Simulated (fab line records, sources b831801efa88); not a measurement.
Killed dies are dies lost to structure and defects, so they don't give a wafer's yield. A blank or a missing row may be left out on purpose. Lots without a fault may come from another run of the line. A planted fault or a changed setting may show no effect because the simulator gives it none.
Which tool did it? | flow gf180mcu | 13 lots, 39 wafers sampled, at 3 steps of a route of 602

WHAT THE GAUGES READ, wafer by wafer
GF_V1_OVL_MEAS_15. Usual: V1_OVL 3 nm, standard deviation 6.6.
lot  | measured     | on         | V1_OVL (nm) | flag
L471 | day 18 18:35 | overlay-01 | 2 7 5       |
L472 | day 19 02:19 | overlay-01 | -5 3 2      |
L477 | day 21 01:36 | overlay-01 | 3 2 11      |
L479 | day 21 16:50 | overlay-01 | 6 6 5       |
L483 | day 23 03:52 | overlay-02 | -6 -9 -6    |
L484 | day 23 09:59 | overlay-01 | 5 5 3       |
L486 | day 24 09:08 | overlay-02 | 10 8 8      |
L487 | day 24 21:07 | overlay-01 | 4 6 5       |
L488 | day 24 21:49 | overlay-01 | 2 2 6       |
L489 | day 25 05:04 | overlay-01 | -2 -1 -3    |
L490 | day 25 13:36 | overlay-01 | -4 -4 1     |
L492 | day 25 21:28 | overlay-02 | 5 6 9       |
L493 | day 26 06:06 | overlay-01 | -3 -1 6     |

WHICH TOOL RAN EACH LOT (tool, then ch and the chambers of the sampled wafers, then the start)
lot  | GF_POLY_GATE_ETCH_12               | GF_SALICIDE_SPUTTER_03
L471 | rie_diel-03 ch 0,3, day 9 13:53    | pvd_sputter-01, day 15 16:12
L472 | rie_diel-03 ch 0,2, day 9 19:49    | pvd_sputter-02, day 16 00:38
L477 | rie_diel-01 ch 1,2,3, day 11 10:13 | pvd_sputter-01, day 17 20:16
L479 | rie_diel-01 ch 0,1,3, day 11 22:04 | pvd_sputter-03, day 18 11:52
L483 | rie_diel-03 ch 1,3, day 13 02:28   | pvd_sputter-01, day 20 00:46
L484 | rie_diel-03 ch 2,3, day 13 09:58   | pvd_sputter-02, day 20 07:52
L486 | rie_diel-03 ch 0,1,2, day 14 06:35 | pvd_sputter-01, day 21 07:45
L487 | rie_diel-02 ch 1,2,3, day 14 16:32 | pvd_sputter-03, day 21 21:32
L488 | rie_diel-01 ch 0,2,3, day 14 17:28 | pvd_sputter-01, day 21 22:04
L489 | rie_diel-03 ch 1,2, day 15 01:17   | pvd_sputter-01, day 22 05:31
L490 | rie_diel-01 ch 0,1,3, day 15 10:32 | pvd_sputter-02, day 22 14:43
L492 | rie_diel-02 ch 1,2, day 15 18:35   | pvd_sputter-02, day 22 22:51
L493 | rie_diel-01 ch 0,1, day 16 05:11   | pvd_sputter-03, day 23 09:43
- GF_POLY_GATE_ETCH_12: etches BARC in N2/H2.
- GF_SALICIDE_SPUTTER_03: material TiN, target thk 20 nm, time 16.7 s.

WHAT THE TOOLS THEMSELVES READ (means of the sampled wafers that have a number; where no wafer has one, the mark that the record gives instead)
GF_POLY_GATE_ETCH_12. Usual: bias_w 100.0 W, standard deviation 0.31; drypump_motor_current_A 5.9 A, standard deviation 0.37; oes_product_au 0.735 a.u., standard deviation 0.005; throttle_valve_pct 13.214 %, standard deviation 0.0095.
lot  | tool        | bias_w (W) | drypump_motor_current_A (A) | oes_product_au (a.u.) | throttle_valve_pct (%) | flag
L471 | rie_diel-03 | 100.1      | 5.7                         | 0.735                 | 13.206                 |
L472 | rie_diel-03 | 100.1      | 5.6                         | 0.738                 | 13.215                 |
L477 | rie_diel-01 | 91.8       | 6.2                         | 0.733                 | 13.221                 | OFF
L479 | rie_diel-01 | 91.7       | 5.9                         | 0.734                 | 13.209                 | OFF
L483 | rie_diel-03 | 99.8       | 5.8                         | 0.738                 | 13.225                 |
L484 | rie_diel-03 | 100.4      | 5.8                         | 0.731                 | 13.218                 |
L486 | rie_diel-03 | 100.0      | 5.8                         | 0.740                 | 13.213                 |
L487 | rie_diel-02 | 100.1      | 6.0                         | 0.736                 | 13.210                 |
L488 | rie_diel-01 | 100.0      | 6.1                         | 0.733                 | 13.220                 |
L489 | rie_diel-03 | 100.1      | 5.9                         | 0.737                 | 13.211                 |
L490 | rie_diel-01 | 99.9       | 5.9                         | 0.735                 | 13.206                 |
L492 | rie_diel-02 | 99.8       | 5.6                         | 0.738                 | 13.217                 |
L493 | rie_diel-01 | 100.3      | 5.7                         | 0.737                 | 13.212                 |

GF_SALICIDE_SPUTTER_03. Usual: throttle_valve_pct 30.1 %, standard deviation 0.79.
lot  | tool           | throttle_valve_pct (%) | flag
L471 | pvd_sputter-01 | 31.0                   |
L472 | pvd_sputter-02 | 29.7                   |
L477 | pvd_sputter-01 | 30.9                   |
L479 | pvd_sputter-03 | 29.9                   |
L483 | pvd_sputter-01 | 30.8                   |
L484 | pvd_sputter-02 | 29.4                   |
L486 | pvd_sputter-01 | 30.9                   |
L487 | pvd_sputter-03 | 29.9                   |
L488 | pvd_sputter-01 | 30.4                   |
L489 | pvd_sputter-01 | 30.8                   |
L490 | pvd_sputter-02 | 29.4                   |
L492 | pvd_sputter-02 | 30.1                   |
L493 | pvd_sputter-03 | 29.7                   |

THE ANSWER, worked out from the rows above alone
Rule: a lot is off if the mean of its wafers that have a number lies more than 3 standard deviations from the usual mean. A lot without any number at a reading at which 4 lots or more have one is off too. The other lots that the step has rows for count as sound. The gauges are gone through in route order, then the tools' own readings, and for those a lot's mean is taken as printed above. The first step at which some lot is off is used, and at that step the reading that is off furthest; a lot without a number counts as furthest.
Off: L477, L479, at GF_POLY_GATE_ETCH_12 (bias_w).
A tool fits if, at that step or a process step before it, it ran every lot that is off, and no sound lot after the first of them. None of those tried fits.

WHAT THE SIMULATOR HAD PUT IN
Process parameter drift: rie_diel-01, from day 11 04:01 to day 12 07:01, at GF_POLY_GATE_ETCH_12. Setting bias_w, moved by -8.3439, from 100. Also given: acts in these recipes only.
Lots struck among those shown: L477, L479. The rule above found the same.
